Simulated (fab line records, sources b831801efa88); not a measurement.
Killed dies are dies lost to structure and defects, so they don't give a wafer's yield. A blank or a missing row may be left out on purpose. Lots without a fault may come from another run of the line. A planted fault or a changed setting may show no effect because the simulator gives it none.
A struck lot beside a sound one | flow sky130 | 14 steps out of a route of 708
Sound: wafers L393.1, L393.3, L393.4. Struck: wafers L384.1, L384.3, L384.6. The cause comes at the end.
At each step with rows: each side's tool, then ch and its chambers, then its first start. Under that, the readings that differ: sound wafers | struck wafers | difference of the means | sigmas: that difference in standard deviations of wafers without a fault.
alike: readings whose means differ by less than 2 such deviations, and words and numbers that are the same on both sides. not compared: withheld readings, readings that some wafer has no value for, bounds like >300 that may hide the same value, and numbers for which the record gives no deviation and whose values overlap.
The two part at a step that has a row with sigmas, a row that says differs or no value, or rows on one side only. Numbers that don't overlap but have no deviation are shown without sigmas and don't part them. A reading that every wafer of one side lacks parts them only if that side has two wafers or more.

first, 2 steps without rows for these wafers: SKY_POLY_CUT_PEB_06; SKY_POLY_CUT_DEVELOP_07 (develop time 60 s).
SKY_POLY_CUT_CD_MEAS_08: target cd 270 nm.
  sound on cd_sem-02, day 31 11:04; struck on cd_sem-01, day 28 12:43
  reading    | sound             | struck            | difference | sigmas
  cd_nm (nm) | 267.1 266.3 267.4 | 272.0 272.1 271.9 | +5.1       | +3
SKY_POLY_CUT_OVL_MEAS_09:
  sound on overlay-02, day 31 11:11; struck on overlay-02, day 28 12:50
  alike: POLY_CUT_OVL
SKY_POLY_CUT_ETCH_10: etches BARC in N2/H2, stops on SiO2, time 45.9 s, target depth 60 nm.
  sound on rie_diel-01 ch 0,1,2, day 31 11:13; struck on rie_diel-03 ch 0,1,3, day 28 12:52
  alike: drypump_motor_current_A, oes_product_au, throttle_valve_pct
  not compared: rf_hours_counter_h
SKY_POLY_CUT_ETCH_11: etches Si3N4 in CF4/CH2F2/Ar, stops on poly-Si, time 42.5 s, target depth 60 nm.
  sound on rie_diel-01 ch 0,1,2, day 31 11:16; struck on rie_diel-03 ch 0,1,3, day 28 12:55
  reading                | sound                | struck               | difference | sigmas
  oes_product_au (a.u.)  | 0.824 0.824 0.822    | 0.835 0.833 0.836    | +0.011     | +2
  throttle_valve_pct (%) | 15.002 14.998 15.001 | 14.981 14.975 14.978 | -0.022     | -2
  alike: drypump_motor_current_A
  not compared: rf_hours_counter_h
SKY_POLY_CUT_STRIP_12: strips in O2/N2.
  sound on plasma_asher-02 ch 0,1, day 31 11:18; struck on plasma_asher-03 ch 0,1, day 28 12:57
  alike: drypump_motor_current_A, oes_product_au, strip_time_to_endpoint_s
  not compared: rf_hours_counter_h
then, 5 steps without rows for these wafers: SKY_SD_P_DEHYDRATE_00 (time 60 s); SKY_SD_P_HMDS_01 (prime time 60 s); SKY_SD_P_COAT_02 (resist thk 1140 nm); SKY_SD_P_SOFTBAKE_03 (time 60 s); SKY_SD_P_EXPOSE_04 (exposes mask PSDM, target cd 380 nm).
SKY_SD_P_PEB_05:
  sound on litho_track-04 ch 0, day 32 14:22; struck on litho_track-01, day 29 17:32
  reading         | sound          | struck | difference                    | sigmas
  exhaust_pa (Pa) | 44.1 45.2 42.8 | - - -  | no value on the struck wafers |
  not compared: chill_plate_temp_C
then, 1 step without rows for these wafers: SKY_SD_P_DEVELOP_06 (develop time 60 s).

WHERE THEY PART
First at SKY_POLY_CUT_CD_MEAS_08; last, within this record, at SKY_SD_P_PEB_05.

WHY: what the simulator had put in
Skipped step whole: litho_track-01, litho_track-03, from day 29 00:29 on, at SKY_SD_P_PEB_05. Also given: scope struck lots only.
